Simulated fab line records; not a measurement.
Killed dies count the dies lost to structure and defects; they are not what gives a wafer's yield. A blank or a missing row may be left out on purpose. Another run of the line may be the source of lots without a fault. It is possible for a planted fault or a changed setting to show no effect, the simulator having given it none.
A lot that was struck, set against a sound lot ; flow sfq line ; 24 out of 325 route steps
Sound: these wafers, L782.2, L782.3, L782.6. Wafers struck: L788.1, L788.2, L788.5. At the end, the cause is stated.
Order at every step that has rows: each side's tool, ch and its chambers, its first start. Under that, the readings that differ: sound wafers ; struck wafers ; difference of the means ; sigmas: that difference in standard deviations of wafers without a fault.
alike: readings with means less than 2 such deviations apart, plus words and numbers identical on both sides. not compared: withheld readings, readings lacking a value on some wafer, bounds such as >300 that could conceal the same value, and numbers that have no deviation in the record and whose values overlap.
A row with sigmas, a row that says differs or no value, or rows on one side alone: a step with any of these is where the two part. Non-overlapping numbers with no deviation appear without sigmas and do not part them. Lack of a reading on every wafer of one side parts them only where that side has two or more wafers.

first, 2 steps without rows for these wafers: SFQ_TRILAYER_I1_VIA_STRIP_SOLV_CLEAN_054 (cleans in NMP, time 600 s); SFQ_TRILAYER_M2_DEP_PRE_CLEAN_056 (time 22.5 s).
SFQ_TRILAYER_M2_DEP_SPUTTER_055: material Nb, target thk 200 nm, time 133.3 s.
  sound: pvd sputter-05 at day 34 01:51; struck: pvd sputter-03 at day 37 05:18
  alike: throttle valve pct
SFQ_M2_RS_MEAS_914: a four-point-probe measurement.
  sound: film metro-01 at day 34 01:58; struck: film metro-02 at day 37 05:23
  alike: M2_NB_RS
then, 6 steps without rows for these wafers: SFQ_TRILAYER_M2_LITHO_COAT_062 (resist thk 62 nm); SFQ_TRILAYER_M2_LITHO_COAT_057 (resist thk 600 nm); SFQ_TRILAYER_M2_LITHO_SOFTBAKE_061; SFQ_TRILAYER_M2_LITHO_EXPOSE_058 (exposes mask M2, target cd 500 nm); SFQ_TRILAYER_M2_LITHO_PEB_060 (peb time 60 s); SFQ_TRILAYER_M2_LITHO_DEVELOP_059 (time 60 s).
-- the record jumps here: 7 days lie between the struck wafers' starts before and after --
SFQ_M2_OVL_MEAS_916:
  sound: overlay-01 at day 40 05:37; struck: overlay-01 at day 43 22:16
  alike: M2_OVL
SFQ_TRILAYER_M2_BARC_OPEN_METAL_ETCH_077: etches BARC in O2, target depth 125 nm, time 41.7 s.
  sound on rie metal-01 ch 0,1, day 40 05:39; struck on rie metal-04 ch 0,1, day 43 22:19
  no value came back on the struck wafers for bias w (W), chamber pressure mTorr (mTorr), drypump motor current A (A), oes product au (a.u.); on the sound wafers bias w (W) reads 80.04 80.08 80.20
reading;sound;struck;difference;sigmas
model.KrF_of_TRILAYER_M2_LITHO_COAT_057.thk nm (nm);526.6 526.7 525.6;576.9 574.8 575.1;+49.3;
  not compared: rf hours counter h
SFQ_TRILAYER_M2_ETCH_METAL_ETCH_060: etches Nb in Cl2/Ar, stops on SiO2, target depth 240 nm, time 120 s.
  sound on rie metal-01 ch 0,1, day 40 05:43; struck on rie metal-04 ch 0,1, day 43 22:22
reading;sound;struck;difference;sigmas
oes product au (a.u.);0.890 0.892 0.891;0.375 0.380 0.377;-0.514;-69
model.KrF_of_TRILAYER_M2_LITHO_COAT_057.thk nm (nm);384.9 384.9 384.1;434.3 431.3 432.7;+48.1;
  alike: bias w, chamber pressure mTorr, drypump motor current A
  not compared: rf hours counter h
SFQ_TRILAYER_M2_STRIP_STRIP_061: strips in O2.
  sound on rie metal-01 ch 0,1, day 40 05:50; struck on rie metal-04 ch 0,1, day 43 22:29
  alike: drypump motor current A, oes product au
  not compared: rf hours counter h
then, 1 step without rows for these wafers: SFQ_TRILAYER_M2_STRIP_SOLV_CLEAN_062 (cleans in NMP, time 600 s).
SFQ_TRILAYER_I2_DEP_PECVD_063: deposits SiO2 from SiH4/N2O, time 111.11 s, target thk 500 nm.
  sound on pecvd-03 ch 1,2, day 40 06:37; struck on pecvd-02 ch 0,1,2, day 43 23:16
  alike: heater power w, susceptor temp C, throttle valve pct
SFQ_TRILAYER_I2_CMP_CMP_064: polishes SiO2.
  sound on cmp-01 ch 0,2,3, day 40 08:30; struck on cmp-02 ch 1,3, day 44 01:43
  alike: motor current A, time to endpoint s
SFQ_I2_BOW_MEAS_917:
  sound: film metro-01 at day 40 11:31; struck: film metro-01 at day 44 04:43
  alike: I2_BOW
SFQ_TRILAYER_I2_METRO_MEASURE_065:
  sound: film metro-01 at day 40 11:49; struck: film metro-01 at day 44 04:50
  alike: thk nm
then, 3 steps without rows for these wafers: SFQ_TRILAYER_I2_VIA_LITHO_COAT_072 (resist thk 62 nm); SFQ_TRILAYER_I2_VIA_LITHO_COAT_067 (resist thk 650 nm); SFQ_TRILAYER_I2_VIA_LITHO_SOFTBAKE_071.
-- the record jumps here: 6 days lie between the struck wafers' starts before and after --
SFQ_TRILAYER_I2_VIA_LITHO_EXPOSE_068: exposes mask I2, target cd 500 nm.
  sound on krf scanner-02 ch 0, day 46 15:54; struck on krf scanner-02, day 50 05:44
  no value came back on the struck wafers for exposure dose mJ cm2, focus offset nm (nm), sigma outer; on the sound wafers exposure dose mJ cm2 reads 21.311 21.300 21.318
  alike: mask
then, 1 step without rows for these wafers: SFQ_TRILAYER_I2_VIA_LITHO_PEB_070 (peb time 60 s).

## WHERE THEY PART
Last at SFQ_TRILAYER_I2_VIA_LITHO_EXPOSE_068 as far as this record goes, first at SFQ_TRILAYER_M2_BARC_OPEN_METAL_ETCH_077.

WHY: whatever the simulator had introduced
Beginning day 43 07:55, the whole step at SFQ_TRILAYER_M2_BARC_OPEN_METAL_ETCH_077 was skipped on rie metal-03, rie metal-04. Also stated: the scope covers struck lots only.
